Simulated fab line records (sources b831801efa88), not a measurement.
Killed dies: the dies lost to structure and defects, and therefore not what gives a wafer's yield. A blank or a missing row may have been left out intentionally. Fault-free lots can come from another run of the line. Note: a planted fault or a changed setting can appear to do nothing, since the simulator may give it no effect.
Matching of chambers | flow gf180mcu | GF_STI_ETCH_13 on rie_diel-01: 4 sister chambers
The step etches the open film in CHF3/O2, stops on Si, target depth 282.31 nm, time 112.9 s. 14 wafers are shown with their chamber, then 7 later ones without.

EACH WAFER AND ITS CHAMBER
wafer  | chamber | drypump_motor_current_A (A) | throttle_valve_pct (%) | oes_product_au (a.u.)
L659.1 | 3       | 6.0                         | 8.798                  | 0.831
L659.2 | 2       | 5.8                         | 8.814                  | 0.831
L659.3 | 0       | 5.1                         | 8.806                  | 0.832
L660.2 | 0       | 5.1                         | 8.804                  | 0.833
L660.3 | 2       | 5.9                         | 8.807                  | 0.835
L660.5 | 1       | 4.7                         | 8.813                  | 0.833
L661.2 | 1       | 4.7                         | 8.813                  | 0.841
L661.4 | 0       | 5.1                         | 8.819                  | 0.835
L661.5 | 3       | 6.1                         | 8.811                  | 0.842
L663.2 | 0       | 5.1                         | 8.809                  | 0.832
L663.3 | 2       | 5.8                         | 8.823                  | 0.829
L663.4 | 1       | 4.7                         | 8.822                  | 0.836
L670.2 | 1       | 4.7                         | 8.804                  | 0.824
L670.3 | 0       | 5.1                         | 8.818                  | 0.826

SIGNATURES, as means of the wafers listed above
reading                 | chamber 0 | chamber 1 | chamber 2 | chamber 3 | scatter within a chamber
drypump_motor_current_A | 5.100     | 4.700     | 5.833     | 6.050     | 0.0342
throttle_valve_pct      | 8.81120   | 8.81300   | 8.81467   | 8.80450   | 0.00752
oes_product_au          | 0.83160   | 0.83350   | 0.83167   | 0.83650   | 0.00527
Rule: for each reading, subtract the chamber's mean from the wafer's reading, divide by that reading's scatter and square the result; add these up over the readings and take the root, which gives the wafer's distance from the chamber. If the next closest chamber is less than 2 further off than the closest, the wafer can't be placed; otherwise it belongs to the closest. The scatter: the root of (the sum of the squares of (reading less its chamber's mean) over the shown wafers, divided by (wafers less chambers)).

WAFERS WHOSE CHAMBER IS MISSING
wafer  | drypump_motor_current_A (A) | throttle_valve_pct (%) | oes_product_au (a.u.)
L670.6 | 5.1                         | 8.796                  | 0.829
L678.2 | 5.1                         | 8.805                  | 0.827
L678.4 | 5.8                         | 8.815                  | 0.833
L678.5 | 5.9                         | 8.798                  | 0.825
L679.3 | 5.1                         | 8.805                  | 0.823
L679.4 | 5.8                         | 8.808                  | 0.822
L679.6 | 5.8                         | 8.811                  | 0.827

WHICH CHAMBER EACH ONE RAN IN
wafer  | from the rows above     | in truth
L670.6 | 0                       | 0
L678.2 | 0                       | 0
L678.4 | 2                       | 2
L678.5 | can't be placed: 2 or 3 | 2
L679.3 | 0                       | 0
L679.4 | 2                       | 2
L679.6 | 2                       | 2
6 of 7 placed correctly. These rows do not allow placing 1 (true chamber among the candidates in 1). Wrongly placed: 0.
